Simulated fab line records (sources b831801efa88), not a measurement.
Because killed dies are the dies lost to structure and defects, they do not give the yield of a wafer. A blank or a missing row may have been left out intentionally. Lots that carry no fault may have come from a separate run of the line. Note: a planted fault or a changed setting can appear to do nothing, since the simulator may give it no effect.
fab line records -- flow sky130
record lots=24, wafers=72, lastDay=50
route steps=708 shown METAL3@534 VIA3@597 METAL4@630 VIA4@641 PAD_OPEN@701
lots with no fault: from the same line, run without faults
startH: start of the lot's first displayed wafer, in hours after the record's first day -- waitH: hours elapsed since this lot's preceding step -- " as in the row above -- L1.1+2: a single row standing in for several wafers -- - value missing, or start not given -- * or withheld: withheld -- < > ~ a bound
route shown NAME@n: NAME is a module with steps in the file, n the number in the route of the first one -- usual: average and standard deviation across the fault-free wafers -- same: alike in all rows -- chamber/n: place in a boat -- sites: the reading at each site -- _std_site: standard deviation of those values -- _edge_site: outer sites' mean less inner sites' -- radiusMm: how far each site lies from the wafer's centre -- mask NAME#n: copy n -- behind: tool/chamber where the wafer was last shaped -- hold: the reason the lot was held/the length of the hold in hours/how it ended -- device: which transistor (n, p or np) failed to switch -- end of line: the tests these same wafers got at the end of their route -- a step given without rows: its recipe and nothing more -- killed: dies that structure and defects cost at the first sort, which is not the same as the wafer's yield -- map: the dies of a wafer, with x for killed, . for not killed, _ for no die there
set.NAME: the run value of the setting; set.NAME@STEP: its run value at that earlier step -- model.NAME: the simulator's own value behind a step, which no gauge read
the route's steps for a sample of lots (tables are steps, rows are wafers)
services: a tool's chamber out of use, with start hour (startH, from the record's first day; less than 0 if before it), hours out, and reason
## steps
# step SKY_METAL3_SPUTTER_02
# recipe material=AlCu, targetThkNm=735, powerW=10600, timeS=39.1, chamberPressurePa=0.4
# usual throttleValvePct=30.3/0.9
lot.wafer,tool,chamber,startH,waitH,throttleValvePct
L074.2,pvdSputter-02,-,843.43,0.0,29.9
L074.5,pvdSputter-02,-,843.43,0.0,31.1
L074.6,pvdSputter-02,-,843.43,0.0,29.9
L075.1,pvdSputter-03,-,847.73,0.0,29.8
L075.2,pvdSputter-03,-,847.73,0.0,31.4
L075.3,pvdSputter-03,-,847.73,0.0,30.0
L076.3,pvdSputter-02,-,858.59,0.0,30.0
L076.4,pvdSputter-02,-,858.59,0.0,30.7
L076.5,pvdSputter-02,-,858.59,0.0,30.0
L077.1,pvdSputter-02,-,867.16,0.0,30.0
L077.3,pvdSputter-02,-,867.16,0.0,30.3
L077.4,pvdSputter-02,-,867.16,0.0,31.1
L078.1,pvdSputter-04,-,877.43,0.0,30.4
L078.2,pvdSputter-04,-,877.43,0.0,29.1
L078.5,pvdSputter-04,-,877.43,0.0,31.0
L079.1,pvdSputter-02,-,883.18,0.0,31.2
L079.2,pvdSputter-02,-,883.18,0.0,30.1
L079.3,pvdSputter-02,-,883.18,0.0,30.8
L080.1,pvdSputter-02,-,892.54,0.0,30.9
L080.2,pvdSputter-02,-,892.54,0.0,31.4
L080.6,pvdSputter-02,-,892.54,0.0,31.0
L081.1,pvdSputter-02,-,903.32,0.0,31.1
L081.2,pvdSputter-02,-,903.32,0.0,30.0
L081.5,pvdSputter-02,-,903.32,0.0,31.3
L082.1,pvdSputter-02,-,923.89,0.0,30.0
L082.4,pvdSputter-02,-,923.89,0.0,31.2
L082.6,pvdSputter-02,-,923.89,0.0,31.2
L085.1,pvdSputter-02,-,935.90,0.0,30.1
L085.4,pvdSputter-02,-,935.90,0.0,31.2
L085.6,pvdSputter-02,-,935.90,0.0,31.1
L084.2,pvdSputter-02,-,937.59,0.0,31.1
L084.3,pvdSputter-02,-,937.59,0.0,30.0
L084.6,pvdSputter-02,-,937.59,0.0,30.2
L083.1,pvdSputter-04,-,939.60,0.0,31.5
L083.3,pvdSputter-04,-,939.60,0.0,30.2
L083.5,pvdSputter-04,-,939.60,0.0,28.1
L086.2,pvdSputter-04,-,945.64,0.0,30.2
L086.3,pvdSputter-04,-,945.64,0.0,28.1
L086.6,pvdSputter-04,-,945.64,0.0,30.4
L087.3,pvdSputter-03,-,947.18,0.0,30.0
L087.4,pvdSputter-03,-,947.18,0.0,29.8
L087.6,pvdSputter-03,-,947.18,0.0,31.5
L088.2,pvdSputter-04,-,951.59,0.0,28.2
L088.3,pvdSputter-04,-,951.59,0.0,30.5
L088.6,pvdSputter-04,-,951.59,0.0,30.6
L089.4,pvdSputter-03,-,961.48,0.0,30.1
L089.5,pvdSputter-03,-,961.48,0.0,31.3
L089.6,pvdSputter-03,-,961.48,0.0,30.0
L090.1,pvdSputter-03,-,968.16,0.0,31.5
L090.3,pvdSputter-03,-,968.16,0.0,29.5
L090.5,pvdSputter-03,-,968.16,0.0,29.9
L091.1,pvdSputter-02,-,970.34,0.0,30.2
L091.2,pvdSputter-02,-,970.34,0.0,30.4
L091.5,pvdSputter-02,-,970.34,0.0,30.2
L092.2,pvdSputter-04,-,987.93,0.0,30.4
L092.3,pvdSputter-04,-,987.93,0.0,28.2
L092.6,pvdSputter-04,-,987.93,0.0,28.7
L093.1,pvdSputter-02,-,988.98,0.0,29.8
L093.3,pvdSputter-02,-,988.98,0.0,31.4
L093.4,pvdSputter-02,-,988.98,0.0,30.0
L094.3,pvdSputter-02,-,989.91,0.0,30.1
L094.4,pvdSputter-02,-,989.91,0.0,30.1
L094.6,pvdSputter-02,-,989.91,0.0,30.2
L095.2,pvdSputter-03,-,997.11,0.0,29.3
L095.4,pvdSputter-03,-,997.11,0.0,30.2
L095.5,pvdSputter-03,-,997.11,0.0,30.0
L096.1,pvdSputter-03,-,1004.54,0.0,31.5
L096.3,pvdSputter-03,-,1004.54,0.0,29.5
L096.5,pvdSputter-03,-,1004.54,0.0,31.4
L097.2,pvdSputter-03,-,1013.10,0.0,30.3
L097.3,pvdSputter-03,-,1013.10,0.0,31.3
L097.6,pvdSputter-03,-,1013.10,0.0,31.4
# step SKY_VIA3_CMP_24
# recipe stopOn=SiO2, tOverpolishS=20, downForcePsi=3.5, platenRpm=60, targetThkNm=0, padVelocityMS=0.94248
# usual motorCurrentA=10.9/1.4, overpolishRunS=19.999/0.008, timeToEndpointS=92/3.7
lot.wafer,tool,chamber,startH,waitH,motorCurrentA,overpolishRunS,timeToEndpointS
L074.2,cmp-02,2,923.28,0.1,10.2,20.003,91
L074.6,cmp-02,1,923.28,0.1,14.2,19.983,91
L074.5,cmp-02,2,923.28,0.1,10.2,19.990,88
L075.2,cmp-02,0,929.08,0.0,13.6,19.990,94
L075.3,cmp-02,1,929.08,0.0,13.8,20.004,92
L075.1,cmp-02,2,929.08,0.0,10.8,20.003,90
L076.4,cmp-01,1,937.66,0.0,10.0,20.012,95
L076.3,cmp-01,3,937.66,0.0,10.6,20.001,97
L076.5,cmp-01,2,937.66,0.0,11.7,20.008,95
L077.1,cmp-01,2,945.55,0.3,11.5,19.991,90
L077.3,cmp-01,0,945.55,0.3,11.4,19.993,89
L077.4,cmp-01,1,945.55,0.3,9.2,19.997,93
L078.1,cmp-01,1,955.40,0.1,8.9,20.002,97
L078.2,cmp-01,2,955.40,0.1,11.3,19.994,89
L078.5,cmp-01,3,955.40,0.1,10.8,20.003,96
L079.3,cmp-01,0,961.48,0.0,10.9,20.007,88
L079.2,cmp-01,1,961.48,0.0,9.0,20.000,94
L079.1,cmp-01,2,961.48,0.0,10.9,19.994,88
L080.2,cmp-02,2,968.84,0.0,9.7,19.996,87
L080.1,cmp-02,0,968.84,0.0,13.4,20.002,85
L080.6,cmp-02,3,968.84,0.0,10.6,20.002,84
L081.2,cmp-01,2,980.22,0.0,10.9,19.994,88
L081.1,cmp-01,1,980.22,0.0,9.2,19.982,91
L081.5,cmp-01,3,980.22,0.0,10.8,20.003,88
L082.1,cmp-01,3,998.32,0.1,10.6,20.003,90
L082.4,cmp-01,0,998.32,0.1,11.2,19.996,87
L082.6,cmp-01,2,998.32,0.1,11.1,20.011,90
L085.1,cmp-02,0,1010.83,0.1,14.2,20.010,91
L085.4,cmp-02,1,1010.83,0.1,13.8,20.002,92
L085.6,cmp-02,2,1010.83,0.1,10.7,20.003,89
L084.3,cmp-02,3,1012.08,0.0,10.0,19.993,97
L084.2,cmp-02,0,1012.08,0.0,13.1,19.998,96
L084.6,cmp-02,3,1012.08,0.0,9.8,19.999,92
L083.1,cmp-01,2,1013.91,0.1,11.0,19.988,92
L083.3,cmp-01,3,1013.91,0.1,10.4,19.999,98
L083.5,cmp-01,1,1013.91,0.1,9.3,20.005,95
L086.3,cmp-01,1,1021.45,0.0,9.3,20.001,93
L086.2,cmp-01,3,1021.45,0.0,10.6,20.009,98
L086.6,cmp-01,2,1021.45,0.0,11.5,19.984,90
L087.4,cmp-02,0,1021.58,0.1,13.8,19.991,100
L087.3,cmp-02,1,1021.58,0.1,13.9,19.995,96
L087.6,cmp-02,2,1021.58,0.1,10.3,20.007,101
L088.3,cmp-01,2,1025.03,0.1,11.1,19.986,89
L088.2,cmp-01,0,1025.03,0.1,11.5,19.990,89
L088.6,cmp-01,2,1025.03,0.1,10.5,20.003,89
L089.4,cmp-01,2,1034.58,0.2,11.0,20.017,86
L089.5,cmp-01,3,1034.58,0.2,10.9,20.005,91
L089.6,cmp-01,0,1034.58,0.2,11.1,19.992,84
L090.1,cmp-01,1,1040.33,0.1,9.3,20.003,96
L090.3,cmp-01,2,1040.33,0.1,12.2,19.998,95
L090.5,cmp-01,1,1040.33,0.1,9.2,20.002,94
L091.1,cmp-01,1,1042.16,0.1,9.1,19.990,96
L091.2,cmp-01,3,1042.16,0.1,10.9,20.013,97
L091.5,cmp-01,2,1042.16,0.1,11.8,20.005,90
L092.3,cmp-01,1,1058.73,0.1,9.1,19.998,95
L092.2,cmp-01,2,1058.73,0.1,11.4,19.998,91
L092.6,cmp-01,0,1058.73,0.1,11.3,19.982,89
L093.3,cmp-02,2,1060.10,0.0,10.2,19.993,95
L093.4,cmp-02,3,1060.10,0.0,9.6,20.006,94
L093.1,cmp-02,0,1060.10,0.0,13.9,19.995,95
L094.4,cmp-02,2,1060.93,0.2,10.3,20.006,93
L094.3,cmp-02,0,1060.93,0.2,13.6,20.003,94
L094.6,cmp-02,2,1060.93,0.2,9.9,19.992,95
L095.4,cmp-01,0,1067.77,0.1,11.7,19.986,91
L095.2,cmp-01,1,1067.77,0.1,8.9,20.000,96
L095.5,cmp-01,0,1067.77,0.1,11.5,20.011,89
L096.3,cmp-01,1,1075.55,0.4,9.4,19.998,90
L096.1,cmp-01,3,1075.55,0.4,10.8,20.005,91
L096.5,cmp-01,1,1075.55,0.4,9.2,19.996,91
L097.3,cmp-01,3,1081.38,0.0,10.7,20.002,95
L097.2,cmp-01,1,1081.38,0.0,9.4,19.997,96
L097.6,cmp-01,0,1081.38,0.0,10.8,19.999,92
# step SKY_METAL4_OVL_MEAS_14
# usual METAL4_OVL=-1/5.4
lot.wafer,tool,chamber,startH,waitH,METAL4_OVL[nm]
L074.2,overlay-01,-,972.08,0.1,-2
L074.5,overlay-01,-,972.08,0.1,-5
L074.6,overlay-01,-,972.08,0.1,-3
L075.1,overlay-02,-,978.68,0.1,4
L075.2,overlay-02,-,978.68,0.1,3
L075.3,overlay-02,-,978.68,0.1,7
L076.3,overlay-01,-,986.84,0.1,2
L076.4,overlay-01,-,986.84,0.1,2
L076.5,overlay-01,-,986.84,0.1,-7
L077.1,overlay-02,-,994.33,0.1,-8
L077.3,overlay-02,-,994.33,0.1,-9
L077.4,overlay-02,-,994.33,0.1,-13
L078.1,overlay-02,-,1004.43,0.1,5
L078.2,overlay-02,-,1004.43,0.1,2
L078.5,overlay-02,-,1004.43,0.1,2
L079.1,overlay-02,-,1009.68,0.1,1
L079.2,overlay-02,-,1009.68,0.1,7
L079.3,overlay-02,-,1009.68,0.1,8
L080.1,overlay-01,-,1017.03,0.1,1
L080.2,overlay-01,-,1017.03,0.1,8
L080.6,overlay-01,-,1017.03,0.1,9
L081.1,overlay-01,-,1027.98,0.1,3
L081.2,overlay-01,-,1027.98,0.1,10
L081.5,overlay-01,-,1027.98,0.1,4
L082.1,overlay-01,-,1044.43,0.1,12
L082.4,overlay-01,-,1044.43,0.1,7
L082.6,overlay-01,-,1044.43,0.1,3
L085.1,overlay-01,-,1056.88,0.1,-6
L085.4,overlay-01,-,1056.88,0.1,-3
L085.6,overlay-01,-,1056.88,0.1,-5
L084.2,overlay-01,-,1057.74,0.1,-1
L084.3,overlay-01,-,1057.74,0.1,-12
L084.6,overlay-01,-,1057.74,0.1,-6
L083.1,overlay-01,-,1059.28,0.1,-5
L083.3,overlay-01,-,1059.28,0.1,-10
L083.5,overlay-01,-,1059.28,0.1,-11
L086.2,overlay-01,-,1066.75,0.1,-2
L086.3,overlay-01,-,1066.75,0.1,-4
L086.6,overlay-01,-,1066.75,0.1,-5
L087.3,overlay-01,-,1067.84,0.1,2
L087.4,overlay-01,-,1067.84,0.1,3
L087.6,overlay-01,-,1067.84,0.1,4
L088.2,overlay-02,-,1068.84,0.1,-3
L088.3,overlay-02,-,1068.84,0.1,-4
L088.6,overlay-02,-,1068.84,0.1,2
L089.4,overlay-02,-,1078.37,0.1,2
L089.5,overlay-02,-,1078.37,0.1,3
L089.6,overlay-02,-,1078.37,0.1,-2
L090.1,overlay-01,-,1083.73,0.1,0
L090.3,overlay-01,-,1083.73,0.1,-1
L090.5,overlay-01,-,1083.73,0.1,-3
L091.1,overlay-01,-,1086.13,0.1,0
L091.2,overlay-01,-,1086.13,0.1,-1
L091.5,overlay-01,-,1086.13,0.1,-9
L092.2,overlay-01,-,1100.89,0.1,-3
L092.3,overlay-01,-,1100.89,0.1,3
L092.6,overlay-01,-,1100.89,0.1,3
L093.1,overlay-02,-,1102.23,0.1,3
L093.3,overlay-02,-,1102.23,0.1,-1
L093.4,overlay-02,-,1102.23,0.1,10
L094.3,overlay-02,-,1103.19,0.1,-4
L094.4,overlay-02,-,1103.19,0.1,-7
L094.6,overlay-02,-,1103.19,0.1,-7
L095.2,overlay-01,-,1108.84,0.1,0
L095.4,overlay-01,-,1108.84,0.1,1
L095.5,overlay-01,-,1108.84,0.1,-1
L096.1,overlay-02,-,1117.28,0.1,-3
L096.3,overlay-02,-,1117.28,0.1,-2
L096.5,overlay-02,-,1117.28,0.1,-5
L097.2,overlay-01,-,1123.34,0.1,-4
L097.3,overlay-01,-,1123.34,0.1,2
L097.6,overlay-01,-,1123.34,0.1,-1
# step SKY_VIA4_CMP_02
# recipe material=SiO2, downForcePsi=4, platenRpm=60, padVelocityMS=0.94248
# usual motorCurrentA=12.0/1.6
lot.wafer,tool,chamber,startH,waitH,motorCurrentA
L074.2,cmp-02,3,973.28,0.0,10.8
L074.6,cmp-02,3,973.28,0.0,10.9
L074.5,cmp-02,0,973.28,0.0,15.6
L075.1,cmp-02,0,980.01,0.1,14.9
L075.2,cmp-02,2,980.01,0.1,11.4
L075.3,cmp-02,3,980.01,0.1,10.5
L076.3,cmp-01,3,988.15,0.0,11.5
L076.4,cmp-01,0,988.15,0.0,12.6
L076.5,cmp-01,3,988.15,0.0,11.2
L077.1,cmp-01,0,995.76,0.2,12.1
L077.3,cmp-01,1,995.76,0.2,10.5
L077.4,cmp-01,3,995.76,0.2,11.5
L078.1,cmp-01,0,1006.03,0.1,12.0
L078.2,cmp-01,3,1006.03,0.1,12.1
L078.5,cmp-01,0,1006.03,0.1,12.5
L079.3,cmp-01,0,1010.87,0.0,12.6
L079.1,cmp-01,2,1010.87,0.0,12.1
L079.2,cmp-01,3,1010.87,0.0,11.4
L080.1,cmp-01,3,1018.29,0.1,11.4
L080.2,cmp-01,2,1018.29,0.1,12.4
L080.6,cmp-01,0,1018.29,0.1,11.9
L081.2,cmp-01,1,1029.27,0.1,10.7
L081.1,cmp-01,2,1029.27,0.1,12.8
L081.5,cmp-01,3,1029.27,0.1,11.3
L082.1,cmp-02,3,1045.88,0.2,10.8
L082.4,cmp-02,0,1045.88,0.2,14.4
L082.6,cmp-02,3,1045.88,0.2,10.8
L085.4,cmp-01,2,1058.13,0.1,12.2
L085.1,cmp-01,3,1058.13,0.1,10.7
L085.6,cmp-01,2,1058.13,0.1,11.8
L084.3,cmp-02,0,1059.11,0.1,14.6
L084.2,cmp-02,1,1059.11,0.1,14.8
L084.6,cmp-02,3,1059.11,0.1,10.3
L083.1,cmp-01,0,1060.47,0.1,11.7
L083.3,cmp-01,3,1060.47,0.1,11.5
L083.5,cmp-01,0,1060.47,0.1,11.9
L086.3,cmp-02,3,1068.04,0.1,11.4
L086.2,cmp-02,0,1068.04,0.1,15.6
L086.6,cmp-02,2,1068.04,0.1,11.3
L087.3,cmp-02,3,1069.02,0.0,10.2
L087.4,cmp-02,2,1069.02,0.0,11.3
L087.6,cmp-02,0,1069.02,0.0,15.3
L088.2,cmp-01,2,1070.28,0.3,11.9
L088.3,cmp-01,3,1070.28,0.3,11.5
L088.6,cmp-01,0,1070.28,0.3,12.1
L089.4,cmp-02,3,1079.86,0.2,10.4
L089.5,cmp-02,0,1079.86,0.2,15.4
L089.6,cmp-02,1,1079.86,0.2,14.8
L090.3,cmp-01,2,1085.08,0.2,12.1
L090.1,cmp-01,3,1085.08,0.2,12.3
L090.5,cmp-01,2,1085.08,0.2,12.2
L091.1,cmp-01,2,1087.39,0.1,12.9
L091.2,cmp-01,0,1087.39,0.1,11.8
L091.5,cmp-01,1,1087.39,0.1,10.5
L092.3,cmp-02,0,1102.18,0.1,15.6
L092.2,cmp-02,1,1102.18,0.1,15.2
L092.6,cmp-02,2,1102.18,0.1,11.4
L093.3,cmp-01,1,1103.46,0.0,9.9
L093.4,cmp-01,2,1103.46,0.0,12.6
L093.1,cmp-01,3,1103.46,0.0,11.1
L094.4,cmp-02,0,1104.38,0.0,15.5
L094.3,cmp-02,3,1104.38,0.0,11.2
L094.6,cmp-02,1,1104.38,0.0,14.7
L095.2,cmp-01,2,1110.18,0.1,11.9
L095.4,cmp-01,0,1110.18,0.1,12.2
L095.5,cmp-01,2,1110.18,0.1,12.3
L096.1,cmp-01,3,1118.58,0.1,11.6
L096.3,cmp-01,1,1118.58,0.1,10.0
L096.5,cmp-01,3,1118.58,0.1,11.7
L097.3,cmp-01,0,1124.98,0.1,12.9
L097.2,cmp-01,3,1124.98,0.1,11.4
L097.6,cmp-01,0,1124.98,0.1,12.0
# step SKY_VIA4_ETCH_12
# recipe target=SiO2, chemistry=C4F8/O2/Ar, stopOn=TiN, maskMaterial=NOVOLAK, sourceW=1500, biasW=1200, pressureMtorr=40, c4f8FlowSccm=withheld, O2_flow_sccm=6, Ar_flow_sccm=300, timeS=withheld, targetDepthA=5800
# usual oesProductAu=0.925/0.0044
lot.wafer,tool,chamber,startH,waitH,oesProductAu
L074.2,rieDiel-04,2,997.24,0.0,0.924
L074.5,rieDiel-04,1,997.24,0.0,0.918
L074.6,rieDiel-04,0,997.24,0.0,0.922
L075.1,rieDiel-04,2,1003.30,0.0,0.921
L075.2,rieDiel-04,3,1003.30,0.0,0.921
L075.3,rieDiel-04,0,1003.30,0.0,0.935
L076.3,rieDiel-04,3,1011.20,0.0,0.924
L076.4,rieDiel-04,2,1011.20,0.0,0.925
L076.5,rieDiel-04,1,1011.20,0.0,0.929
L077.1,rieDiel-03,1,1018.79,0.0,0.924
L077.3,rieDiel-03,2,1018.79,0.0,0.928
L077.4,rieDiel-03,0,1018.79,0.0,0.931
L078.1,rieDiel-03,0,1028.79,0.0,0.925
L078.2,rieDiel-03,2,1028.79,0.0,0.924
L078.5,rieDiel-03,3,1028.79,0.0,0.915
L079.1,rieDiel-04,0,1034.00,0.0,0.921
L079.2,rieDiel-04,1,1034.00,0.0,0.920
L079.3,rieDiel-04,3,1034.00,0.0,0.918
L080.1,rieDiel-01,3,1040.45,0.0,0.915
L080.2,rieDiel-01,1,1040.45,0.0,0.932
L080.6,rieDiel-01,1,1040.45,0.0,0.924
L081.1,rieDiel-01,1,1052.00,0.0,0.923
L081.2,rieDiel-01,2,1052.00,0.0,0.937
L081.5,rieDiel-01,1,1052.00,0.0,0.929
L082.1,rieDiel-01,0,1068.20,0.0,0.922
L082.4,rieDiel-01,3,1068.20,0.0,0.921
L082.6,rieDiel-01,3,1068.20,0.0,0.911
L085.1,rieDiel-01,1,1078.90,0.0,0.928
L085.4,rieDiel-01,2,1078.90,0.0,0.924
L085.6,rieDiel-01,2,1078.90,0.0,0.925
L084.2,rieDiel-01,0,1079.55,0.0,0.929
L084.3,rieDiel-01,2,1079.55,0.0,0.920
L084.6,rieDiel-01,1,1079.55,0.0,0.922
L083.1,rieDiel-04,3,1081.55,0.0,0.925
L083.3,rieDiel-04,1,1081.55,0.0,0.928
L083.5,rieDiel-04,3,1081.55,0.0,0.919
L086.2,rieDiel-01,1,1088.15,0.0,0.930
L086.3,rieDiel-01,3,1088.15,0.0,0.933
L086.6,rieDiel-01,1,1088.15,0.0,0.926
L087.3,rieDiel-03,1,1089.10,0.0,0.921
L087.4,rieDiel-03,3,1089.10,0.0,0.935
L087.6,rieDiel-03,2,1089.10,0.0,0.924
L088.2,rieDiel-03,1,1091.15,0.0,0.923
L088.3,rieDiel-03,3,1091.15,0.0,0.926
L088.6,rieDiel-03,3,1091.15,0.0,0.922
L089.4,rieDiel-04,3,1100.05,0.0,0.930
L089.5,rieDiel-04,2,1100.05,0.0,0.926
L089.6,rieDiel-04,1,1100.05,0.0,0.923
L090.1,rieDiel-01,3,1106.00,0.0,0.926
L090.3,rieDiel-01,1,1106.00,0.0,0.926
L090.5,rieDiel-01,0,1106.00,0.0,0.929
L091.1,rieDiel-04,2,1107.74,0.0,0.926
L091.2,rieDiel-04,3,1107.74,0.0,0.934
L091.5,rieDiel-04,3,1107.74,0.0,0.925
L092.2,rieDiel-01,2,1122.34,0.0,0.925
L092.3,rieDiel-01,1,1122.34,0.0,0.932
L092.6,rieDiel-01,0,1122.34,0.0,0.920
L093.1,rieDiel-03,1,1123.44,0.0,0.925
L093.3,rieDiel-03,3,1123.44,0.0,0.924
L093.4,rieDiel-03,2,1123.44,0.0,0.921
L094.3,rieDiel-03,0,1123.90,0.0,0.923
L094.4,rieDiel-03,3,1123.90,0.0,0.923
L094.6,rieDiel-03,2,1123.90,0.0,0.933
L095.2,rieDiel-04,1,1129.70,0.0,0.930
L095.4,rieDiel-04,0,1129.70,0.0,0.921
L095.5,rieDiel-04,2,1129.70,0.0,0.923
L096.1,rieDiel-01,0,1137.95,0.0,0.928
L096.3,rieDiel-01,1,1137.95,0.0,0.928
L096.5,rieDiel-01,2,1137.95,0.0,0.930
L097.2,rieDiel-04,3,1143.84,0.0,0.929
L097.3,rieDiel-04,1,1143.84,0.0,0.921
L097.6,rieDiel-04,2,1143.84,0.0,0.922
# step SKY_PAD_OPEN_ETCH_07
# recipe chemistry=CF4/O2, targetDepthNm=725, stopOn=AlCu, sourceW=800, biasW=150, pressureMtorr=150, cf4FlowSccm=80, O2_flow_sccm=10, timeS=161.1
# usual cf4FlowSccm=79.99/0.23, drypumpMotorCurrentA=5.8/0.4, oesProductAu=0.977/0.0069, throttleValvePct=5.965/0.0091
lot.wafer,tool,chamber,startH,waitH,cf4FlowSccm,drypumpMotorCurrentA,oesProductAu,rfHoursCounterH,throttleValvePct
L074.2,rieDiel-03,0,1066.16,-,80.37,5.1,0.975,10,5.955
L074.5,rieDiel-03,2,1066.16,-,80.35,5.7,0.977,-,5.955
L074.6,rieDiel-03,1,1066.16,-,79.60,6.2,0.983,-,5.982
L075.1,rieDiel-01,2,1072.21,-,79.79,6.1,0.972,9,5.984
L075.2,rieDiel-01,3,1072.21,-,79.92,5.3,0.974,27,5.960
L075.3,rieDiel-01,1,1072.21,-,79.78,5.8,0.981,18,5.960
L076.3,rieDiel-03,1,1078.91,-,79.89,6.2,0.980,22,5.961
L076.4,rieDiel-03,2,1078.91,-,80.25,5.7,0.978,19,5.970
L076.5,rieDiel-03,2,1078.91,-,80.14,5.7,0.984,-,5.963
L077.1,rieDiel-03,0,1085.01,-,79.85,5.1,0.976,11,5.972
L077.3,rieDiel-03,3,1085.01,-,79.81,5.6,0.998,28,5.970
L077.4,rieDiel-03,2,1085.01,-,80.28,5.7,0.980,19,5.964
L078.1,rieDiel-03,2,1095.26,-,80.27,5.7,0.969,20,5.969
L078.2,rieDiel-03,0,1095.26,-,80.07,5.1,0.974,11,5.956
L078.5,rieDiel-03,0,1095.26,-,79.90,5.1,0.979,-,5.974
L079.1,rieDiel-03,1,1098.21,-,80.08,6.3,0.964,23,5.960
L079.2,rieDiel-03,3,1098.21,-,80.01,5.6,0.967,28,5.960
L079.3,rieDiel-03,2,1098.21,-,80.23,5.7,0.966,20,5.962
L080.1,rieDiel-02,2,1104.86,-,80.21,6.5,0.982,25,5.975
L080.2,rieDiel-02,3,1104.86,-,79.75,5.7,0.977,13,5.958
L080.6,rieDiel-02,1,1104.86,-,79.55,5.7,0.990,-,5.993
L081.1,rieDiel-02,1,1115.21,-,80.35,5.8,0.985,23,5.975
L081.2,rieDiel-02,3,1115.21,-,79.99,5.7,0.977,14,5.961
L081.5,rieDiel-02,1,1115.21,-,80.04,5.7,0.973,-,5.973
L082.1,rieDiel-01,3,1129.61,-,80.15,5.3,0.980,29,5.969
L082.4,rieDiel-01,1,1129.61,-,79.81,5.8,0.976,21,5.970
L082.6,rieDiel-01,0,1129.61,-,80.05,5.7,0.981,-,5.971
L085.1,rieDiel-02,1,1141.21,-,80.02,5.8,0.969,24,5.959
L085.4,rieDiel-02,2,1141.21,-,80.15,6.4,0.981,26,5.970
L085.6,rieDiel-02,2,1141.21,-,80.41,6.4,0.972,-,5.970
L084.2,rieDiel-02,3,1142.26,-,79.96,5.7,0.979,15,5.968
L084.3,rieDiel-02,0,1142.26,-,79.92,5.2,0.974,5,5.970
L084.6,rieDiel-02,0,1142.26,-,79.81,5.2,0.972,-,5.977
L083.1,rieDiel-01,3,1142.91,-,79.99,5.3,0.976,30,5.967
L083.3,rieDiel-01,2,1142.91,-,80.16,6.1,0.973,12,5.980
L083.5,rieDiel-01,1,1142.91,-,79.48,5.8,0.982,-,5.974
L086.2,rieDiel-01,2,1149.36,-,80.15,6.1,0.972,12,5.975
L086.3,rieDiel-01,0,1149.36,-,80.17,5.7,0.969,15,5.967
L086.6,rieDiel-01,3,1149.36,-,79.90,5.3,0.970,-,5.966
L087.3,rieDiel-03,3,1150.31,-,80.05,5.6,0.981,30,5.977
L087.4,rieDiel-03,0,1150.31,-,80.08,5.1,0.983,13,5.951
L087.6,rieDiel-03,1,1150.31,-,80.06,6.3,0.983,-,5.961
L088.2,rieDiel-02,0,1151.76,-,79.90,5.2,0.972,6,5.961
L088.3,rieDiel-02,2,1151.76,-,79.84,6.4,0.982,27,5.966
L088.6,rieDiel-02,0,1151.76,-,80.04,5.2,0.978,-,5.970
L089.4,rieDiel-01,1,1159.56,-,80.19,5.8,0.972,22,5.966
L089.5,rieDiel-01,1,1159.56,-,80.33,5.8,0.978,-,5.972
L089.6,rieDiel-01,0,1159.56,-,80.36,5.7,0.975,-,5.963
L090.1,rieDiel-03,1,1163.61,-,80.12,6.2,0.971,25,5.952
L090.3,rieDiel-03,1,1163.61,-,80.07,6.2,0.959,-,5.952
L090.5,rieDiel-03,0,1163.61,-,79.72,5.1,0.962,-,5.960
L091.1,rieDiel-02,3,1165.76,-,79.80,5.7,0.974,16,5.959
L091.2,rieDiel-02,2,1165.76,-,80.17,6.4,0.980,27,5.960
L091.5,rieDiel-02,2,1165.76,-,79.40,6.5,0.977,-,5.956
L092.2,rieDiel-02,2,1178.21,-,79.93,6.4,0.977,28,5.966
L092.3,rieDiel-02,3,1178.21,-,80.15,5.7,0.973,16,5.972
L092.6,rieDiel-02,3,1178.21,-,80.11,5.7,0.979,-,5.975
L093.1,rieDiel-01,0,1179.46,-,80.00,5.7,0.980,16,5.968
L093.3,rieDiel-01,1,1179.46,-,80.13,5.9,0.966,23,5.958
L093.4,rieDiel-01,3,1179.46,-,79.89,5.3,0.978,31,5.965
L094.3,rieDiel-01,3,1180.46,-,79.75,5.3,0.974,31,5.977
L094.4,rieDiel-01,2,1180.46,-,80.10,6.1,0.989,13,5.969
L094.6,rieDiel-01,0,1180.46,-,79.82,5.7,0.984,-,5.954
L095.2,rieDiel-02,3,1185.26,-,80.08,5.7,0.974,17,5.963
L095.4,rieDiel-02,0,1185.26,-,79.92,5.2,0.978,7,5.960
L095.5,rieDiel-02,2,1185.26,-,79.82,6.4,0.962,-,5.971
L096.1,rieDiel-03,2,1192.31,-,80.09,5.7,0.973,23,5.980
L096.3,rieDiel-03,1,1192.31,-,79.92,6.3,0.979,27,5.973
L096.5,rieDiel-03,2,1192.31,-,80.04,5.7,0.981,-,5.962
L097.2,rieDiel-01,3,1196.21,-,80.00,5.3,0.978,32,5.960
L097.3,rieDiel-01,1,1196.21,-,79.67,5.8,0.988,23,5.957
L097.6,rieDiel-01,1,1196.21,-,79.76,5.8,0.980,-,5.960
## services
tool,chamber,startH,hours,kind
cmp-01,-,836.99,4.8,pm
rieDiel-01,2,878.85,34.8,repair
rieDiel-01,3,883.12,3.0,repair
cmp-01,-,898.71,1.2,repair
rieDiel-03,-,905.88,0.6,repair
cmp-01,-,912.20,4.0,pm
cmp-02,-,916.20,6.6,pm
cmp-01,-,923.05,3.1,repair
cmp-01,-,962.90,0.2,repair
cmp-01,-,985.25,2.0,repair
cmp-02,-,988.66,7.7,pm
rieDiel-01,0,993.26,65.1,repair
cmp-01,-,1000.42,2.7,repair
rieDiel-01,3,1014.69,4.4,repair
rieDiel-01,-,1061.25,0.3,repair
cmp-01,-,1064.12,0.5,repair
cmp-02,-,1073.41,4.1,repair
cmp-01,-,1077.42,0.2,repair
cmp-02,-,1084.00,4.0,pm
cmp-02,-,1111.69,7.2,repair
cmp-02,-,1119.83,4.4,repair
cmp-01,-,1144.78,4.3,repair
cmp-01,-,1149.04,3.2,pm
cmp-01,-,1184.02,4.0,pm
## key
fault none
